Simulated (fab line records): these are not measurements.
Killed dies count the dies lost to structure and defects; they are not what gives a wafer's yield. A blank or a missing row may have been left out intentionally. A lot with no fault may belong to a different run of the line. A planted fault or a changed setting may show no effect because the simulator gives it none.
fab line records | flow sky130
[record] lots = 7 wafers = 21 last-day = 51
route steps=708 shown PWDE@52 NWELL@56 PAD_OPEN@708
lots untouched by any fault: they come from a run of this same line in which no faults occurred
start-h: start of the lot's first displayed wafer, in hours after the record's first day | wait-h: hours elapsed since this lot's preceding step | " same as the row above | L1.1+2: one row covering several wafers at once | - no value, or no start given | * or withheld: withheld | < > ~ a bound
route shown NAME@n: a module of which the file shows steps, and the number in the route of the first | usual: average and standard deviation across the fault-free wafers | same: alike in all rows | chamber/n: place in a boat | sites: readings site by site | _std_site: their standard deviation | _edge_site: inner sites' mean taken away from outer sites' mean | radius-mm: how far each site lies from the wafer's centre | mask NAME#n: copy n | behind: tool/chamber where the wafer was last shaped | hold: why the lot went on hold/how many hours it stayed there/how the hold came to an end | device: the n, p or np transistor that did not switch | end of line: the same wafers' tests at the end of the route | a step without rows: its recipe alone | killed: the dies lost at the first sort to structure and to defects; this is not the yield of the wafer | map: a wafer's dies, x killed, . not, _ none there
set.NAME: the setting the step ran with; set.NAME@STEP: the setting that earlier step ran with | model.NAME: the simulator's own value behind a step, which no gauge read
certain route steps with their lots: each step a table, each wafer a row
services: from which hour (start-h, from the record's first day; less than 0 if before it) a tool's chamber was out of use, for how many hours, and why
[[steps]]
[step SKY_PWDE_OVL_MEAS_07]
[usual] PWDE_OVL = -0.3/1.7
// columns lot.wafer tool chamber start-h wait-h PWDE_OVL[nm]
L792.1 overlay-02 - 83.35 - -3.5
L792.2 " - " " -3.1
L792.5 " - " " -2.2
L795.3 overlay-02 - 101.71 - 1.7
L795.4 " - " " 2.2
L795.6 " - " " -0.5
L802.1 overlay-01 - 141.40 - 4.0
L802.2 " - " " 1.1
L802.3 " - " " 1.3
L803.3 overlay-01 - 147.01 - 0.3
L803.4 " - " " -1.5
L803.6 " - " " -0.4
L804.2 overlay-02 - 149.56 - -1.9
L804.3 " - " " -1.0
L804.5 " - " " -1.7
L805.3 overlay-01 - 158.96 - -0.6
L805.4 " - " " -1.7
L805.5 " - " " 0.9
L806.3 overlay-02 - 166.91 - 0.8
L806.4 " - " " -0.9
L806.6 " - " " 0.4
[step SKY_PWDE_IMPLANT_08]
[recipe] species = B energy-kev = 150 dose-cm2 = 3.6e+12 tilt-deg = withheld
[step SKY_PWDE_STRIP_09]
[recipe] chemistry = O2/N2 power-w = 1400 pressure-mtorr = 1500 platen-temp-c = withheld o2-flow-sccm = 3000 n2-flow-sccm = 300 overash-fraction = 0.5
[usual] drypump-motor-current-A = 5.9/0.47 oes-product-au = 0.723/0.0046 strip-time-to-endpoint-s = 36.93/0.099
// columns lot.wafer tool chamber start-h wait-h drypump-motor-current-A oes-product-au rf-hours-counter-h strip-time-to-endpoint-s
L792.1 plasma-asher-01 1 83.54 0.1 6.0 0.721 24 36.75
L792.2 " 0 " " 5.8 0.734 24 36.75
L792.5 " 0 " " 5.8 0.729 - 36.69
L795.3 plasma-asher-01 1 101.91 0.1 6.1 0.728 - 36.91
L795.4 " 0 " " 5.8 0.723 - 36.81
L795.6 " 1 " " 6.0 0.728 - 37.03
L802.1 plasma-asher-04 0 141.59 0.1 6.1 0.725 2 37.15
L802.2 " 1 " " 5.7 0.717 2 36.98
L802.3 " 1 " " 5.7 0.729 - 37.04
L803.3 plasma-asher-04 1 147.22 0.1 5.7 0.717 - 37.00
L803.4 " 0 " " 6.1 0.724 - 37.08
L803.6 " 1 " " 5.7 0.724 - 37.20
L804.2 plasma-asher-01 1 149.74 0.1 6.1 0.732 30 36.91
L804.3 " 1 " " 6.0 0.727 - 36.90
L804.5 " 1 " " 6.1 0.724 - 37.02
L805.3 plasma-asher-01 0 159.16 0.1 5.8 0.720 - 36.81
L805.4 " 1 " " 6.0 0.734 - 37.01
L805.5 " 1 " " 6.0 0.724 - 36.85
L806.3 plasma-asher-01 0 167.12 0.1 5.8 0.719 - 37.03
L806.4 " 1 " " 6.0 0.719 - 36.92
L806.6 " 0 " " 5.8 0.724 - 36.87
[step SKY_PWDE_TW_MEAS_10]
[usual] PWDE_TW = 370.7/2.7
// columns lot.wafer tool chamber start-h wait-h PWDE_TW
L792.1 film-metro-01 - 83.64 0.1 373.7
L792.2 " - " " 372.7
L792.5 " - " " 372.2
L795.3 film-metro-03 - 102.00 0.1 367.6
L795.4 " - " " 368.7
L795.6 " - " " 369.4
L802.1 film-metro-03 - 141.69 0.1 365.7
L802.2 " - " " 367.1
L802.3 " - " " 367.0
L803.3 film-metro-01 - 147.31 0.1 372.0
L803.4 " - " " 373.1
L803.6 " - " " 374.6
L804.2 film-metro-03 - 149.85 0.1 367.6
L804.3 " - " " 369.8
L804.5 " - " " 369.1
L805.3 film-metro-03 - 159.25 0.1 370.2
L805.4 " - " " 372.7
L805.5 " - " " 371.5
L806.3 film-metro-03 - 167.21 0.1 369.4
L806.4 " - " " 366.8
L806.6 " - " " 369.1
[step SKY_NWELL_DEHYDRATE_03]
[recipe] temp-c = 200 time-s = 60
[step SKY_NWELL_HMDS_04]
[recipe] prime-time-s = 60 prime-temp-c = 120
[step SKY_NWELL_COAT_05]
[recipe] spin-rpm = 2000 resist-thk-nm = 3000
[step SKY_NWELL_SOFTBAKE_06]
[recipe] temp-c = 111.2 time-s = withheld
[step SKY_NWELL_EXPOSE_07]
[recipe] mask-id = NWM na = 0.6 source-shape = conventional sigma-outer = 0.6 polarization = unpolarized target-cd-nm = 840 dose-mj = 255
[step SKY_NWELL_PEB_08]
[recipe] temp-c = 115 time-s = withheld
[step SKY_NWELL_DEVELOP_09]
[recipe] wall-angle-deg = 90 developer = TMAH develop-time-s = 60 dev-temp-c = 23
[step SKY_NWELL_OVL_MEAS_10]
[usual] NWELL_00_OVL = 0.7/1.3
// columns lot.wafer tool chamber start-h wait-h NWELL_00_OVL[nm]
L792.1 overlay-01 - 101.34 - -0.7
L792.2 " - " " -0.2
L792.5 " - " " -1.1
L795.3 overlay-01 - 120.26 - 0.6
L795.4 " - " " 1.2
L795.6 " - " " 2.3
L802.1 overlay-01 - 161.55 - 0.5
L802.2 " - " " -1.7
L802.3 " - " " -2.3
L803.3 overlay-02 - 167.71 - 1.8
L803.4 " - " " 0.5
L803.6 " - " " -1.0
L804.2 overlay-01 - 171.01 - -0.5
L804.3 " - " " -0.4
L804.5 " - " " -0.3
L805.3 overlay-01 - 181.05 - 0.0
L805.4 " - " " -0.3
L805.5 " - " " 1.9
L806.3 overlay-02 - 189.36 - 2.7
L806.4 " - " " 0.4
L806.6 " - " " 1.6
[step SKY_NWELL_IMPLANT_11]
[recipe] species = P energy-kev = 400 dose-cm2 = 1.9e+13 tilt-deg = withheld
[usual] beam-energy-keV = 400.00/0.12
// columns lot.wafer tool chamber start-h wait-h beam-energy-keV model.implant.rp-nm model.implant.drp-nm
L792.1 implanter-01 0 101.38 0.0 399.96 491 116.9
L792.2 " 0 " " 400.06 491 116.9
L792.5 " 0 " " 399.75 491 116.9
L795.3 implanter-04 0 120.33 0.1 400.00 493 116.9
L795.4 " 0 " " 400.00 493 116.9
L795.6 " 0 " " 399.92 493 116.9
L802.1 implanter-04 0 161.59 0.0 319.98 398.8 104.7
L802.2 " 0 " " 320.23 398.8 104.7
L802.3 " 0 " " 320.10 398.8 104.7
L803.3 implanter-04 0 167.78 0.1 320.10 398.8 104.7
L803.4 " 0 " " 320.02 398.8 104.7
L803.6 " 0 " " 319.87 398.8 104.7
L804.2 implanter-04 0 171.06 0.0 320.16 401.2 104.7
L804.3 " 0 " " 320.24 401.2 104.7
L804.5 " 0 " " 320.25 401.2 104.7
L805.3 implanter-01 0 181.13 0.1 400.02 503.3 116.9
L805.4 " 0 " " 400.07 503.3 116.9
L805.5 " 0 " " 400.06 503.3 116.9
L806.3 implanter-03 0 189.43 0.1 400.03 514 116.9
L806.4 " 0 " " 399.87 514 116.9
L806.6 " 0 " " 400.07 514 116.9
[step SKY_NWELL_IMPLANT_12]
[recipe] species = P energy-kev = 120 dose-cm2 = 1.3e+12 tilt-deg = withheld
[step SKY_NWELL_IMPLANT_13]
[recipe] species = P energy-kev = 50 dose-cm2 = 7e+11 tilt-deg = withheld
[step SKY_NWELL_STRIP_14]
[recipe] chemistry = O2/N2 power-w = 1400 pressure-mtorr = 1500 platen-temp-c = withheld o2-flow-sccm = 3000 n2-flow-sccm = 300 overash-fraction = 0.5
[usual] drypump-motor-current-A = 5.9/0.65 oes-product-au = 0.722/0.0041 strip-time-to-endpoint-s = 36.78/0.095
// columns lot.wafer tool chamber start-h wait-h drypump-motor-current-A oes-product-au rf-hours-counter-h strip-time-to-endpoint-s
L792.1 plasma-asher-02 1 101.83 0.1 6.0 0.723 36 36.74
L792.2 " 0 " " 5.6 0.731 36 36.70
L792.5 " 0 " " 5.6 0.725 - 36.75
L795.3 plasma-asher-03 1 120.76 0.1 6.7 0.726 - 36.74
L795.4 " 0 " " 5.0 0.719 - 36.73
L795.6 " 1 " " 6.7 0.729 - 36.79
L802.1 plasma-asher-01 0 162.04 0.1 5.8 0.717 31 36.71
L802.2 " 1 " " 6.0 0.721 31 36.67
L802.3 " 0 " " 5.8 0.727 - 36.77
L803.3 plasma-asher-01 0 168.21 0.1 5.8 0.716 - 36.78
L803.4 " 1 " " 6.0 0.721 - 36.84
L803.6 " 1 " " 6.0 0.722 - 36.83
L804.2 plasma-asher-03 0 171.49 0.1 5.0 0.721 45 37.03
L804.3 " 1 " " 6.7 0.716 - 36.85
L804.5 " 1 " " 6.7 0.723 - 36.74
L805.3 plasma-asher-03 1 181.56 0.1 6.7 0.722 - 36.73
L805.4 " 0 " " 5.0 0.720 - 36.78
L805.5 " 1 " " 6.7 0.718 - 36.89
L806.3 plasma-asher-01 1 189.86 0.1 6.0 0.723 - 36.78
L806.4 " 0 " " 5.8 0.728 - 36.79
L806.6 " 0 " " 5.8 0.721 - 36.80
[step SKY_NWELL_TW_MEAS_15]
[usual] NWELL_TW = 1810/12
// columns lot.wafer tool chamber start-h wait-h NWELL_TW
L792.1 film-metro-01 - 101.93 0.1 1810
L792.2 " - " " 1814
L792.5 " - " " 1816
L795.3 film-metro-03 - 120.85 0.1 1785
L795.4 " - " " 1787
L795.6 " - " " 1785
L802.1 film-metro-04 - 162.14 0.1 1756
L802.2 " - " " 1767
L802.3 " - " " 1751
L803.3 film-metro-01 - 168.30 0.1 1773
L803.4 " - " " 1775
L803.6 " - " " 1770
L804.2 film-metro-04 - 171.60 0.1 1759
L804.3 " - " " 1769
L804.5 " - " " 1769
L805.3 film-metro-04 - 181.65 0.1 1812
L805.4 " - " " 1809
L805.5 " - " " 1820
L806.3 film-metro-04 - 189.95 0.1 1807
L806.4 " - " " 1804
L806.6 " - " " 1806
[step SKY_NWELL_DEHYDRATE_16]
[recipe] temp-c = 200 time-s = 60
[step SKY_NWELL_HMDS_17]
[recipe] prime-time-s = 60 prime-temp-c = 120
[step SKY_NWELL_COAT_18]
[recipe] spin-rpm = 2000 resist-thk-nm = 3000
[step SKY_NWELL_SOFTBAKE_19]
[recipe] temp-c = 110 time-s = withheld
[step SKY_NWELL_EXPOSE_20]
[recipe] mask-id = NWM_COMPLEMENT na = 0.6 source-shape = conventional sigma-outer = 0.6 polarization = unpolarized target-cd-nm = 840 dose-mj = 260
[step SKY_NWELL_PEB_21]
[recipe] temp-c = 115 time-s = withheld
[step SKY_NWELL_DEVELOP_22]
[recipe] wall-angle-deg = 90 developer = TMAH develop-time-s = 60 dev-temp-c = 23
[step SKY_NWELL_OVL_MEAS_23]
[usual] NWELL_01_OVL = 0.7/1.3
// columns lot.wafer tool chamber start-h wait-h NWELL_01_OVL[nm]
L792.1 overlay-02 - 120.20 - 0.3
L792.2 " - " " 1.0
L792.5 " - " " -0.5
L795.3 overlay-02 - 139.46 - 1.0
L795.4 " - " " 3.2
L795.6 " - " " 2.6
L802.1 overlay-01 - 183.49 - -0.8
L802.2 " - " " 0.0
L802.3 " - " " 0.6
L803.3 overlay-02 - 189.91 - 0.6
L803.4 " - " " 2.0
L803.6 " - " " 2.0
L804.2 overlay-02 - 193.81 - 2.3
L804.3 " - " " 2.8
L804.5 " - " " 1.5
L805.3 overlay-01 - 204.46 - -0.7
L805.4 " - " " 2.0
L805.5 " - " " -0.3
L806.3 overlay-01 - 212.31 - -2.4
L806.4 " - " " 0.0
L806.6 " - " " 0.4
[step SKY_NWELL_IMPLANT_24]
[recipe] species = B energy-kev = 140 dose-cm2 = 9.2e+12 tilt-deg = withheld
[step SKY_NWELL_STRIP_25]
[recipe] chemistry = O2/N2 power-w = 1400 pressure-mtorr = 1500 platen-temp-c = withheld o2-flow-sccm = 3000 n2-flow-sccm = 300 overash-fraction = 0.5
[usual] drypump-motor-current-A = 5.9/0.54 oes-product-au = 0.722/0.0044 strip-time-to-endpoint-s = 36.92/0.081
// columns lot.wafer tool chamber start-h wait-h drypump-motor-current-A oes-product-au rf-hours-counter-h strip-time-to-endpoint-s
L792.1 plasma-asher-02 0 120.39 0.1 5.6 0.719 38 36.80
L792.2 " 1 " " 6.0 0.718 38 36.84
L792.5 " 1 " " 6.0 0.722 - 36.75
L795.3 plasma-asher-03 0 139.66 0.1 5.0 0.728 - 36.91
L795.4 " 1 " " 6.7 0.718 - 36.89
L795.6 " 1 " " 6.6 0.716 - 37.05
L802.1 plasma-asher-03 0 183.68 0.1 5.0 0.720 47 36.91
L802.2 " 1 " " 6.7 0.724 47 36.99
L802.3 " 1 " " 6.7 0.729 - 37.10
L803.3 plasma-asher-03 0 190.12 0.1 5.0 0.725 - 36.86
L803.4 " 1 " " 6.7 0.718 - 36.78
L803.6 " 0 " " 4.9 0.704 - 36.74
L804.2 plasma-asher-03 1 193.99 0.1 6.7 0.715 48 36.86
L804.3 " 1 " " 6.7 0.723 - 36.98
L804.5 " 1 " " 6.7 0.729 - 37.02
L805.3 plasma-asher-01 1 204.67 0.1 6.1 0.718 - 36.93
L805.4 " 0 " " 5.9 0.727 - 37.00
L805.5 " 0 " " 5.8 0.718 - 36.96
L806.3 plasma-asher-03 0 212.52 0.1 5.0 0.723 - 36.85
L806.4 " 1 " " 6.7 0.725 - 36.86
L806.6 " 0 " " 5.0 0.726 - 36.85
[step SKY_NWELL_TW_MEAS_26]
[usual] NWELL_2_TW = 494/3.3
// columns lot.wafer tool chamber start-h wait-h NWELL_2_TW
L792.1 film-metro-04 - 120.49 0.1 494
L792.2 " - " " 492
L792.5 " - " " 493
L795.3 film-metro-03 - 139.75 0.1 487
L795.4 " - " " 489
L795.6 " - " " 487
L802.1 film-metro-04 - 183.78 0.1 493
L802.2 " - " " 493
L802.3 " - " " 493
L803.3 film-metro-01 - 190.21 0.1 498
L803.4 " - " " 496
L803.6 " - " " 495
L804.2 film-metro-01 - 194.10 0.1 498
L804.3 " - " " 499
L804.5 " - " " 497
L805.3 film-metro-01 - 204.76 0.1 497
L805.4 " - " " 497
L805.5 " - " " 498
L806.3 film-metro-01 - 212.61 0.1 496
L806.4 " - " " 496
L806.6 " - " " 496
[step SKY_NWELL_CLEAN_27]
[recipe] chemistry = SC1/SC2 mix = 1:4:20 temp-c = 70 time-s = 150 dry = n2-spin
[step SKY_NWELL_RTA_28]
[recipe] temp-c = 1050 time-s = 30 idle-temp-c = 650 ramp-up-c-per-s = 150 ramp-down-c-per-s = 90 ambient = N2
[usual] anneal-temp-c-max = 1053.3/0.77 lamp-power-pct = 25.31/0.051 wafer_temp_C_max = 1054.9/0.89
// columns lot.wafer tool chamber start-h wait-h anneal-temp-c-max lamp-power-pct wafer_temp_C_max
L792.1 rtp-anneal-01 0 120.60 0.0 1053.9 25.34 1055.1
L792.2 " 0 " " 1053.8 25.35 1055.6
L792.5 " 0 " " 1054.1 25.29 1054.5
L795.3 rtp-anneal-01 0 139.92 0.0 1053.1 25.32 1056.3
L795.4 " 0 " " 1053.7 25.33 1055.0
L795.6 " 0 " " 1053.8 25.28 1056.8
L802.1 rtp-anneal-01 0 183.89 0.0 1053.7 25.36 1055.6
L802.2 " 0 " " 1053.2 25.30 1054.8
L802.3 " 0 " " 1053.7 25.29 1054.1
L803.3 rtp-anneal-02 0 190.33 0.0 1052.8 25.24 1054.1
L803.4 " 0 " " 1054.1 25.25 1054.3
L803.6 " 0 " " 1052.2 25.33 1056.7
L804.2 rtp-anneal-01 0 194.21 0.0 1053.3 25.31 1054.8
L804.3 " 0 " " 1053.8 25.25 1054.6
L804.5 " 0 " " 1052.8 25.32 1055.1
L805.3 rtp-anneal-02 0 204.89 0.0 1052.7 25.28 1055.0
L805.4 " 0 " " 1052.6 25.41 1054.6
L805.5 " 0 " " 1052.3 25.33 1054.6
L806.3 rtp-anneal-01 0 212.73 0.0 1054.1 25.36 1054.5
L806.4 " 0 " " 1053.0 25.27 1055.3
L806.6 " 0 " " 1052.6 25.35 1055.5
[step SKY_NWELL_RS_MEAS_29]
[recipe] thk-meas-gauge = four-point-probe
[usual] NWELL_RS = 624.7/1.3
// columns lot.wafer tool chamber start-h wait-h NWELL_RS[ohm/sq]
L792.1 film-metro-04 - 120.70 0.1 624.9
L792.2 " - " " 623.1
L792.5 " - " " 624.2
L795.3 film-metro-03 - 140.03 0.1 627.5
L795.4 " - " " 626.5
L795.6 " - " " 626.4
L802.1 film-metro-03 - 183.99 0.1 661.2
L802.2 " - " " 662.5
L802.3 " - " " 661.1
L803.3 film-metro-03 - 190.44 0.1 661.2
L803.4 " - " " 659.7
L803.6 " - " " 660.6
L804.2 film-metro-04 - 194.32 0.1 662.1
L804.3 " - " " 662.1
L804.5 " - " " 662.3
L805.3 film-metro-04 - 204.99 0.1 624.7
L805.4 " - " " 625.2
L805.5 " - " " 621.9
L806.3 film-metro-03 - 212.84 0.1 623.8
L806.4 " - " " 624.3
L806.6 " - " " 624.7
[step SKY_PAD_OPEN_PROBE_99]
[usual] killed_at_M0_to_M3 = 44/7.1 killed_at_M4_up = 3.3/1.9 killed-at-contacts = 24/5.3 killed-at-front-end = 15/4.5 killed-at-other = 0.3/0.55 killed-dies = 86/9.5 killed-open = 46/7.3 killed-short = 39/6.4
[same] gross-dies = 492 killed-at-back-side = 0
// columns lot.wafer tool chamber start-h wait-h killed_at_M0_to_M3 killed_at_M4_up killed-at-contacts killed-at-front-end killed-at-other killed-dies killed-open killed-short model.etest.pfet_16v.r-on-ohm-um model.etest.res-nwell.line-ohm-um model.etest.res-nwell.rs-ohm-sq model.etest.nfet_16v.r-on-ohm-um model.etest.pfet-g5v0d10v5.r-on-ohm-um model.etest.tip_p_5v.rs-ohm-sq model.etest.tip-p.rs-ohm-sq model.etest.res-nwell.width-nm
L792.1 prober-01 - 1144.58 0.1 50 2 37 17 0 106 58 48 1.484e+04 1142 949.3 1.387e+04 4739 2844 7044 836.4
L792.2 prober-01 - 1144.63 0.1 37 2 22 12 0 73 39 34 1.507e+04 1150 965 1.394e+04 4752 2864 6976 838.2
L792.5 prober-01 - 1144.78 0.2 30 3 33 13 0 79 42 37 1.483e+04 1108 932.5 1.383e+04 4766 2844 6987 837.3
L795.3 prober-02 - 1157.32 0.2 36 7 20 17 0 80 39 41 1.589e+04 1120 974.9 1.428e+04 4828 2857 6930 853.4
L795.4 prober-02 - 1157.37 0.2 42 3 18 18 0 81 42 39 1.552e+04 1113 942.7 1.422e+04 4867 2867 6980 853.6
L795.6 prober-02 - 1157.47 0.2 58 4 22 10 0 94 50 44 1.568e+04 1129 966.6 1.424e+04 4845 2864 6960 856.8
L802.1 prober-01 - 1198.11 0.1 49 2 27 22 0 100 45 55 1.653e+04 2058 1637 1.461e+04 5088 3126 7034 796.4
L802.2 prober-01 - 1198.16 0.1 50 6 13 19 0 88 54 34 1.663e+04 2090 1659 1.465e+04 5032 3105 7016 792.5
L802.3 prober-01 - 1198.21 0.2 59 9 23 13 1 105 55 50 1.666e+04 2105 1652 1.457e+04 5097 3135 7026 790.7
L803.3 prober-02 - 1199.86 0.2 60 0 19 12 0 91 55 36 1.637e+04 2209 1706 1.485e+04 5036 3130 7106 775.5
L803.4 prober-02 - 1199.91 0.2 36 5 21 13 0 75 45 30 1.629e+04 2113 1652 1.475e+04 5107 3134 7149 777.2
L803.6 prober-02 - 1200.01 0.2 45 4 31 16 2 98 50 47 1.62e+04 2120 1633 1.459e+04 5005 3141 7112 780.9
L804.2 prober-01 - 1204.69 0.1 39 0 27 8 0 74 41 33 1.635e+04 2056 1617 1.479e+04 5060 3082 7098 794.5
L804.3 prober-01 - 1204.74 0.2 42 1 20 27 1 91 46 45 1.641e+04 2043 1625 1.452e+04 4983 3106 7107 799.4
L804.5 prober-01 - 1204.84 0.2 57 1 29 11 0 98 49 49 1.602e+04 1945 1548 1.46e+04 5022 3083 7172 794.3
L805.3 prober-02 - 1212.96 0.2 47 2 17 16 1 83 44 39 1.531e+04 1089 923.7 1.409e+04 4816 2828 6941 848.8
L805.4 prober-02 - 1213.01 0.2 30 1 21 15 0 67 41 26 1.513e+04 1073 914.5 1.399e+04 4761 2824 6989 848.9
L805.5 prober-02 - 1213.06 0.2 55 3 21 16 0 95 49 46 1.528e+04 1084 919.1 1.407e+04 4844 2833 6947 841.6
L806.3 prober-01 - 1220.32 0.2 43 5 33 21 0 102 54 48 1.496e+04 1038 877.8 1.426e+04 4716 2837 6866 848
L806.4 prober-01 - 1220.37 0.2 42 5 24 15 0 86 48 38 1.517e+04 1045 891 1.414e+04 4704 2851 6838 852.4
L806.6 prober-01 - 1220.47 0.2 43 3 25 17 0 88 51 35 1.483e+04 1035 880.7 1.42e+04 4637 2830 6833 853.1
// killed by level:class
L792.1 VIA1:geometric-particle:open=12 CONTACT:geometric-particle:open=10 VIA3:geometric-particle:open=9 LOCAL_INTERCONNECT:geometric-particle:short=9 POLY_GATE:geometric-particle:short=7 LI_CONTACT:geometric-particle:open=7 VIA1:geometric-particle:short=7 VIA2:geometric-particle:open=6
L792.2 VIA1:geometric-particle:open=9 LI_CONTACT:geometric-particle:open=7 CONTACT:geometric-particle:short=7 CONTACT:geometric-particle:open=6 METAL1:geometric-particle:open=6 METAL2:geometric-particle:short=6 VIA2:geometric-particle:open=4 POLY_GATE:geometric-particle:short=3
L792.5 CONTACT:geometric-particle:open=16 LI_CONTACT:geometric-particle:open=7 POLY_GATE:geometric-particle:open=5 LOCAL_INTERCONNECT:geometric-particle:short=5 VIA1:geometric-particle:short=5 VIA3:geometric-particle:open=5 POLY_GATE:geometric-particle:short=4 CONTACT:geometric-particle:short=4
L795.3 CONTACT:geometric-particle:open=7 VIA2:geometric-particle:open=7 VIA1:geometric-particle:open=7 CONTACT:geometric-particle:short=6 METAL1:geometric-particle:short=6 FIELD_ISO:geometric-particle:short=5 FIELD_ISO:geometric-particle:open=5 METAL4:geometric-particle:short=5
L795.4 VIA1:geometric-particle:open=12 METAL2:geometric-particle:short=7 LI_CONTACT:geometric-particle:open=6 FIELD_ISO:geometric-particle:short=5 CONTACT:geometric-particle:open=5 CONTACT:geometric-particle:short=4 VIA1:geometric-particle:short=4 METAL3:geometric-particle:short=4
L795.6 VIA2:geometric-particle:open=12 METAL2:geometric-particle:short=10 VIA1:geometric-particle:open=9 LI_CONTACT:geometric-particle:open=7 VIA2:geometric-particle:short=6 VIA3:geometric-particle:open=6 CONTACT:geometric-particle:open=5 VIA1:geometric-particle:short=5
L802.1 VIA1:geometric-particle:short=11 VIA1:geometric-particle:open=11 CONTACT:geometric-particle:open=10 METAL1:geometric-particle:short=9 LI_CONTACT:geometric-particle:open=7 METAL2:geometric-particle:short=5 CONTACT:geometric-particle:short=5 FIELD_ISO:geometric-particle:short=4
L802.2 VIA1:geometric-particle:open=14 VIA2:geometric-particle:open=9 FIELD_ISO:geometric-particle:open=6 VIA2:geometric-particle:short=6 VIA1:geometric-particle:short=6 FIELD_ISO:geometric-particle:short=5 VIA3:geometric-particle:open=5 CONTACT:geometric-particle:short=4
L802.3 VIA1:geometric-particle:open=13 METAL2:geometric-particle:short=12 LI_CONTACT:geometric-particle:open=8 CONTACT:geometric-particle:open=7 METAL3:geometric-particle:short=7 VIA3:geometric-particle:open=6 METAL1:geometric-particle:short=5 VIA2:geometric-particle:open=5
L803.3 VIA1:geometric-particle:open=13 METAL2:geometric-particle:short=10 VIA3:geometric-particle:open=10 VIA2:geometric-particle:open=7 CONTACT:geometric-particle:open=7 LI_CONTACT:geometric-particle:open=5 LOCAL_INTERCONNECT:geometric-particle:short=5 VIA1:geometric-particle:short=5
L803.4 CONTACT:geometric-particle:open=13 VIA1:geometric-particle:open=7 VIA3:geometric-particle:open=6 METAL2:geometric-particle:short=5 VIA2:geometric-particle:open=5 METAL4:geometric-particle:short=5 VIA1:geometric-particle:short=4 FIELD_ISO:geometric-particle:open=3
L803.6 CONTACT:geometric-particle:open=13 FIELD_ISO:geometric-particle:short=11 VIA1:geometric-particle:open=9 VIA3:geometric-particle:open=8 LI_CONTACT:geometric-particle:open=6 METAL2:geometric-particle:short=6 VIA2:geometric-particle:open=6 LI_CONTACT:geometric-particle:short=5
L804.2 VIA1:geometric-particle:open=11 CONTACT:geometric-particle:open=10 LI_CONTACT:geometric-particle:open=8 METAL1:geometric-particle:short=7 METAL3:geometric-particle:short=4 VIA1:geometric-particle:short=4 VIA2:geometric-particle:open=4 LI_CONTACT:geometric-particle:short=3
L804.3 VIA1:geometric-particle:open=8 VIA1:geometric-particle:short=6 POLY_GATE:geometric-particle:open=5 LI_CONTACT:geometric-particle:short=5 LI_CONTACT:geometric-particle:open=5 VIA2:geometric-particle:open=5 VIA3:geometric-particle:open=5 FIELD_ISO:geometric-particle:short=4
L804.5 VIA1:geometric-particle:open=10 VIA1:geometric-particle:short=9 CONTACT:geometric-particle:open=8 VIA3:geometric-particle:open=8 LI_CONTACT:geometric-particle:open=7 CONTACT:geometric-particle:short=7 METAL1:geometric-particle:short=7 METAL2:geometric-particle:short=7
L805.3 VIA1:geometric-particle:open=15 CONTACT:geometric-particle:open=6 LI_CONTACT:geometric-particle:open=5 METAL2:geometric-particle:short=5 VIA2:geometric-particle:short=5 POLY_GATE:geometric-particle:short=4 METAL1:geometric-particle:short=4 VIA2:geometric-particle:open=4
L805.4 CONTACT:geometric-particle:open=9 VIA3:geometric-particle:open=8 VIA2:geometric-particle:open=6 METAL2:geometric-particle:short=5 LI_CONTACT:geometric-particle:open=5 FIELD_ISO:geometric-particle:short=4 POLY_GATE:geometric-particle:short=4 VIA1:geometric-particle:open=4
L805.5 METAL2:geometric-particle:short=12 VIA2:geometric-particle:open=11 VIA3:geometric-particle:open=7 LI_CONTACT:geometric-particle:open=7 CONTACT:geometric-particle:open=6 VIA1:geometric-particle:short=6 VIA1:geometric-particle:open=6 LOCAL_INTERCONNECT:geometric-particle:short=5
L806.3 CONTACT:geometric-particle:open=13 VIA1:geometric-particle:open=9 POLY_GATE:geometric-particle:open=6 LI_CONTACT:geometric-particle:open=5 VIA2:geometric-particle:open=5 CONTACT:geometric-particle:short=5 METAL2:geometric-particle:short=5 VIA1:geometric-particle:short=5
L806.4 LI_CONTACT:geometric-particle:open=9 METAL2:geometric-particle:short=8 CONTACT:geometric-particle:open=7 VIA2:geometric-particle:open=6 VIA1:geometric-particle:open=5 METAL2:geometric-particle:open=5 POLY_GATE:geometric-particle:open=4 LOCAL_INTERCONNECT:geometric-particle:short=4
L806.6 VIA3:geometric-particle:open=9 VIA2:geometric-particle:open=7 CONTACT:geometric-particle:open=7 VIA1:geometric-particle:open=7 LI_CONTACT:geometric-particle:open=6 POLY_GATE:geometric-particle:short=5 LOCAL_INTERCONNECT:geometric-particle:short=5 FIELD_ISO:geometric-particle:open=4
[[services]]
// columns tool chamber start-h hours kind
implanter-03 - 66.24 2.2 repair
implanter-03 - 85.37 4.2 pm
implanter-01 - 91.54 6.0 repair
implanter-04 - 91.62 0.9 repair
plasma-asher-01 - 103.64 1.5 repair
implanter-03 - 108.34 0.6 repair
plasma-asher-04 - 108.83 9.0 pm
plasma-asher-04 0 108.83 9.0 vent-cycle
plasma-asher-04 1 108.83 9.0 vent-cycle
implanter-03 - 109.57 6.2 repair
plasma-asher-04 0 117.83 - clean
plasma-asher-04 1 117.83 - clean
implanter-04 - 130.90 4.5 pm
implanter-04 - 148.63 8.8 repair
plasma-asher-03 - 150.83 0.7 repair
implanter-01 - 154.93 5.0 pm
plasma-asher-02 - 172.21 50.1 repair
plasma-asher-04 - 176.03 4.8 repair
plasma-asher-02 - 200.51 1.4 repair
[[key]]
[first-sign] step = SKY_NWELL_IMPLANT_11 reading = beam-energy-keV direction = down sigmas = 99+ usual = * struck = *
[effect] step = SKY_NWELL_TW_MEAS_15 reading = NWELL_TW direction = down sigmas = 3.8 usual = 1810 struck = 1765
[effect] step = SKY_NWELL_RS_MEAS_29 reading = NWELL_RS direction = up sigmas = 28 usual = 624.7 struck = 661.4
[model-effect] step = SKY_NWELL_IMPLANT_11 value = implant.rp-nm without = 491.4 struck = 399.6
[model-effect] step = SKY_PAD_OPEN_PROBE_99 value = etest.pfet_16v.r-on-ohm-um without = 1.52e+04 struck = 1.638e+04
met-at SKY_NWELL_IMPLANT_11
struck-wafers L802.1,L802.2,L802.3,L803.3,L803.4,L803.6,L804.2,L804.3,L804.5
tester-left-out L802,L803,L804
onset-between 120.33 161.59
[fault] kind = process-parameter-drift tool = implanter-04 chamber = - onset-h = 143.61 steps = SKY_NWELL_IMPLANT_11 channel = energy-kev offset = * shape = step end-h = 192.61 acts-in = * stated = *
// tester-left-out: of these lots the tester's yield and bins aren't shown, on N5 and GAA mostly nor the transistor test; their killed dies are dies lost to structure and defects alone, not to doping, threshold or leakage, so they don't give the yield
